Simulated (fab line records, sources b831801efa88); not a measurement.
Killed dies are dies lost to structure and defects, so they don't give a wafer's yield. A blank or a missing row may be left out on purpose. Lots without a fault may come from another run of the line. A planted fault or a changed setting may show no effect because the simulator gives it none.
Tool commonality check | flow gf180mcu | 14 lots, 48 wafers sampled

WHY IT WAS OPENED
At GF_HV_LDD_THK_MEAS_57 the reading HV_LDD_CVD_56_THK is flagged on 2 of 14 lots. Wafers without a fault read 89.7 nm, standard deviation 0.87.
Rule: a lot is flagged when every wafer of it that has a number lies more than 4 standard deviations from that mean, or none has a number. The other lots count as sound.

lot  | measured     | on            | HV_LDD_CVD_56_THK (nm), wafer by wafer | flag
L860 | day 12 14:11 | film_metro-03 | 90.1 90.5 89.9                         |
L861 | day 12 22:28 | film_metro-04 | 88.5 88.0 88.2                         |
L862 | day 13 02:12 | film_metro-01 | 89.3 89.2 89.3                         |
L865 | day 14 04:22 | film_metro-01 | 90.4 88.6 90.2                         |
L866 | day 14 11:32 | film_metro-04 | 90.7 91.7 91.2                         |
L867 | day 14 18:14 | film_metro-03 | 91.2 92.1 91.4                         |
L868 | day 15 03:56 | film_metro-04 | 90.2 91.2 89.7                         |
L869 | day 15 14:14 | film_metro-04 | 134.5 134.4 134.0 134.4 134.3 134.0    | FLAGGED
L870 | day 15 20:56 | film_metro-01 | 133.5 134.2 134.0 133.5 134.2 133.9    | FLAGGED
L879 | day 18 22:17 | film_metro-04 | 88.7 88.8 88.6                         |
L880 | day 19 02:50 | film_metro-03 | 90.2 89.9 89.9                         |
L881 | day 19 14:42 | film_metro-01 | 90.1 90.0 90.1                         |
L882 | day 19 22:35 | film_metro-01 | 89.6 90.4 90.7                         |
L883 | day 20 08:37 | film_metro-03 | 89.7 89.7 89.4                         |
The numbers of the flagged lots are 134.1 nm on average: +44.4 nm against the usual, or +51 standard deviations.

WHICH TOOL RAN EACH LOT
The record holds 1 process step before the reading, out of a route of 602 steps. In each cell: the tool, then ch and the chambers that the sampled wafers went through, then the start.
lot  | flag    | GF_HV_LDD_CVD_56
L860 |         | lpcvd-02 ch 1, day 12 12:46
L861 |         | lpcvd-02 ch 1, day 12 19:15
L862 |         | lpcvd-02 ch 0, day 13 00:04
L865 |         | lpcvd-02 ch 0, day 14 02:56
L866 |         | lpcvd-02 ch 0, day 14 10:07
L867 |         | lpcvd-01 ch 1, day 14 16:47
L868 |         | lpcvd-01 ch 0, day 15 02:30
L869 | FLAGGED | lpcvd-01 ch 1, day 15 12:47
L870 | FLAGGED | lpcvd-01 ch 1, day 15 19:29
L879 |         | lpcvd-01 ch 1, day 18 20:52
L880 |         | lpcvd-01 ch 1, day 19 01:25
L881 |         | lpcvd-02 ch 1, day 19 12:34
L882 |         | lpcvd-01 ch 1, day 19 21:10
L883 |         | lpcvd-02 ch 0, day 20 07:10
What these steps do:
- GF_HV_LDD_CVD_56: deposits Si3N4 from DCS/NH3, target thk 90 nm, time 1543 s.
- GF_HV_LDD_THK_MEAS_57

FLAGGED OVER TOTAL, TOOL BY TOOL (the gauges that took the reading come last)
step                  | tool          | lots run | flagged | share of the flagged lots | sound lots run after its first flagged lot
GF_HV_LDD_CVD_56      | lpcvd-01      | 7        | 2       | all                       | 3 (L879,L880,L882)
GF_HV_LDD_CVD_56      | lpcvd-02      | 7        | 0       | none                      | -
GF_HV_LDD_THK_MEAS_57 | film_metro-01 | 5        | 1       | some                      | 2 (L881,L882)
GF_HV_LDD_THK_MEAS_57 | film_metro-03 | 4        | 0       | none                      | -
GF_HV_LDD_THK_MEAS_57 | film_metro-04 | 5        | 1       | some                      | 1 (L879)

WHAT THE TABLE ALLOWS
1 row of the table ran every flagged lot: lpcvd-01 at GF_HV_LDD_CVD_56.
- lpcvd-01 at GF_HV_LDD_CVD_56: 2 of its 7 lots flagged. Sound lots ran on it after the first flagged one (L879, L880, L882), which a lasting fault on the whole tool wouldn't allow.
No row of the table ran every flagged lot and no sound lot after the first.

WHAT THE SIMULATOR HAD PUT IN
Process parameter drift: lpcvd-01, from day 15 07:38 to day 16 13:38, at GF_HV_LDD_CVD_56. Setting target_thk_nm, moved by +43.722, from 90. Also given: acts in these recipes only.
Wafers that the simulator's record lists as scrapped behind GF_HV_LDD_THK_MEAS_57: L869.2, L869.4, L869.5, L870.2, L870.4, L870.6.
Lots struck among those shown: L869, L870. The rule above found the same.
